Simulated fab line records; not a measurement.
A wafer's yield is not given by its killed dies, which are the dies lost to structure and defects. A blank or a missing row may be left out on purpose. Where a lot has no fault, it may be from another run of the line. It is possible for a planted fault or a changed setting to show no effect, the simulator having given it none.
One fault seen from 2 desks + flow sky130 + numbers are kept per desk, each desk with only its own; the story behind them comes last

== AT THE TOOL OWNER'S DESK: hdpcvd-01 ==
The tool's own readings at SKY_VIA2_HDPCVD_00 (deposits SiO2, target thk 1180 nm, time 196.7 s): means of the sampled wafers that have a number, for each lot that ran on this tool. A lot is out of limits, marked OUT, if its mean lies more than 4 standard deviations from the usual mean; the brackets give that distance.
Columns: A = pressure-mtorr at SKY_VIA2_HDPCVD_00, usual 6.001 mTorr
| lot  | first seen here | A     |
|------|-----------------|-------|
| L186 | day 35 14:58    | 6.010 |
| L191 | day 37 01:25    | 6.005 |
| L193 | day 37 18:10    | 5.995 |
| L194 | day 38 03:16    | 5.995 |
| L196 | day 38 20:32    | 5.998 |
| L199 | day 39 12:37    | 6.009 |
| L200 | day 39 22:28    | 6.004 |
Result from this desk: across the 7 lots, nothing is out of limits.

== THE METROLOGY DESK ==
What the gauges read for every lot (on any tool): the sampled wafers with a number, averaged. A lot is out of limits, marked OUT, if its mean lies more than 4 standard deviations from the usual mean; the brackets give that distance.
Columns: A = METAL2_ALCU_THK at SKY_METAL2_THK_MEAS_06, usual 252 nm; B = VIA2_HDPCVD_THK at SKY_VIA2_THK_MEAS_01, usual 1186 nm
| lot  | first seen here | A   | B             |
|------|-----------------|-----|---------------|
| L185 | day 34 02:50    | 251 | 1183          |
| L186 | day 34 11:47    | 254 | 1183          |
| L187 | day 34 12:45    | 246 | 1183          |
| L188 | day 34 21:46    | 249 | 1176          |
| L191 | day 35 22:38    | 251 | 1183          |
| L193 | day 36 15:32    | 248 | 1181          |
| L194 | day 37 00:26    | 250 | 1195          |
| L195 | day 37 06:11    | 252 | 1192          |
| L196 | day 37 17:52    | 256 | 1178          |
| L199 | day 38 10:33    | 254 | 704 (-49) OUT |
| L200 | day 38 21:08    | 257 | 939 (-25) OUT |
| L208 | day 41 05:31    | 255 | 1200          |
This desk's finding: out of limits on L199, L200; first on L199, day 39 12:45 (VIA2_HDPCVD_THK at SKY_VIA2_THK_MEAS_01). In limits: L185, L186, L187, L188, L191, L193, L194, L195, L196, L208.

== TAKEN TOGETHER ==
Metrology desk: alarm possible at day 39 12:45 on L199, L200.
The tool owner's desk saw nothing out of limits.
The tool owner's desk has L199, L200 on record, within its limits.
On hdpcvd-01, each named lot ran SKY_VIA2_HDPCVD_00.

== WHAT WAS PUT IN BY THE SIMULATOR ==
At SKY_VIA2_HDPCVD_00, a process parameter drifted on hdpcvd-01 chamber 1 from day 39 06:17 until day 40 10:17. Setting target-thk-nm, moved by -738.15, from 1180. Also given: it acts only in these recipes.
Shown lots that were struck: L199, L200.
Per desk, hours elapsed from the start of the fault to the first reading out of limits: for the metrology desk, 6.
